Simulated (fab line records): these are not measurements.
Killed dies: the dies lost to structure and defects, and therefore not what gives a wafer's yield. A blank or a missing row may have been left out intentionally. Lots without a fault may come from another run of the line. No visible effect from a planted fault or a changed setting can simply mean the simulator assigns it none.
Which tool was responsible? | flow sky130 | 11 lots, 32 wafers sampled, at 1 step of a route of 708

## WHAT EACH GAUGE READ, for each wafer
SKY_FIELD_ISO_BOW_MEAS_00.
lot  | measured    | on            | INCOMING_BOW (um)
L821 | day 1 10:00 | film-metro-03 | -1 -4 -3
L822 | day 1 15:01 | film-metro-02 | -5 -7 -1
L823 | day 1 20:00 | film-metro-03 | -11 9 -7
L826 | day 2 11:00 | film-metro-04 | 8 -12 4
L827 | day 2 16:00 | film-metro-04 | 1 3 -3
L830 | day 3 07:04 | film-metro-04 | -7 3
L834 | day 4 03:04 | film-metro-02 | 7 4 4
L837 | day 4 18:00 | film-metro-02 | -15 -1 0
L840 | day 5 09:00 | film-metro-04 | -4 -5 5
L843 | day 6 00:04 | film-metro-03 | 8 -3 -8
L844 | day 6 05:01 | film-metro-03 | -9 -3 -6

## WHAT TOOL EACH LOT RAN ON (gives the tool, then ch and the chambers of the sampled wafers, and finally the start)
No process step before these readings appears in the record.

## AS READ BY THE TOOLS THEMSELVES (means over the sampled wafers that have a number; for cases with no such wafer, the mark the record gives instead)
The record holds no such reading with a usual standard deviation.

## THE ANSWER, worked out from the rows above alone
Rule: the lots themselves supply what counts as usual. Put in order of their means at a reading, lots are off if they are a third of the lots or fewer, leave a main group of 4 or more, and stand apart from it by a gap of 3 or more times the standard deviation of the main group's means; of several such gaps the widest counts. If all means in a main group match to the digits the tables above print for the reading, that group is not used. Also off: a lot with no number at a reading for which 4 or more lots have one. Any other lot the step has rows for is counted as sound. First the gauges in route order, then the tools' own readings, where a lot's mean is used as printed above. At the first step where some lot is off, the reading lying furthest off is the one used; lots without a number count as furthest.
Nothing can be told from this: no lot is off at any reading shown.

## WHAT THE SIMULATOR PUT IN
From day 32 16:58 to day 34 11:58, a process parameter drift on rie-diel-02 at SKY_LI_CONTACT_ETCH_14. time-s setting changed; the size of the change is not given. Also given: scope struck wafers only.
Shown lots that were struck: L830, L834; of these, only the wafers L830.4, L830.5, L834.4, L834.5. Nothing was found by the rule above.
